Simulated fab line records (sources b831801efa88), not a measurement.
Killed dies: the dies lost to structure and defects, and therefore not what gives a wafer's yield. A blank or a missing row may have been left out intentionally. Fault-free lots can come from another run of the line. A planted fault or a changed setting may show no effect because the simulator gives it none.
One fault through the eyes of 2 desks	flow sky130	numbers are kept per desk, each desk with only its own; the story behind them comes last

## THE METROLOGY DESK
What the gauges read, lot by lot, whatever tool the lot ran on: means of the sampled wafers that have a number. Marked OUT: a lot whose mean sits more than 4 standard deviations from the usual mean, which makes it out of limits; the brackets give that distance.
Columns: A = CAPM_TIN_RS at SKY_CAPM_RS_MEAS_03, usual 6.89 ohm/sq; B = PASSIVATION_CVD_00_THK at SKY_PASSIVATION_THK_MEAS_01, usual 89.7 nm
lot	first seen here	A	B
L242	day 36 04:37	6.82	89.0
L243	day 36 14:54	6.84	90.6
L244	day 36 17:35	6.68	89.1
L245	day 37 05:03	6.97	90.4
L246	day 37 11:58	6.81	90.0
L248	day 38 01:51	6.88	89.5
L249	day 38 15:23	6.81	89.4
L255	day 40 07:50	6.87	88.5
L256	day 40 11:15	6.92	88.6
L258	day 41 09:18	7.00	89.2
L262	day 42 06:07	6.89	89.6
L263	day 42 13:31	6.99	89.4
Finding of this desk: none of the 12 lots has anything out of limits.

## AT THE TOOL OWNER'S DESK: plasma_asher-04
The tool's own readings at SKY_METAL1_STRIP_20 (strips in O2/N2): means of the sampled wafers that have a number, for each lot that ran on this tool. Marked OUT: a lot whose mean sits more than 4 standard deviations from the usual mean, which makes it out of limits; the brackets give that distance.
Columns: A = drypump_motor_current_A at SKY_METAL1_STRIP_20, usual 5.47 A; B = oes_product_au at SKY_METAL1_STRIP_20, usual 0.343 a.u.; C = strip_time_to_endpoint_s at SKY_METAL1_STRIP_20, usual 2.69 s
lot	first seen here	A	B	C
L244	day 33 06:31	5.52	0.339	2.67
L249	day 35 04:08	5.53	0.340	2.67
L255	day 36 22:59	5.55	0.343	2.68
L256	day 37 02:55	5.52	0.344	2.69
L258	day 38 01:14	5.56	0.338	2.66
Finding of this desk: none of the 5 lots has anything out of limits.

## TAKEN TOGETHER
At the metrology desk, nothing out of limits was observed.
The tool owner's desk saw nothing out of limits.

## WHAT THE SIMULATOR PUT IN
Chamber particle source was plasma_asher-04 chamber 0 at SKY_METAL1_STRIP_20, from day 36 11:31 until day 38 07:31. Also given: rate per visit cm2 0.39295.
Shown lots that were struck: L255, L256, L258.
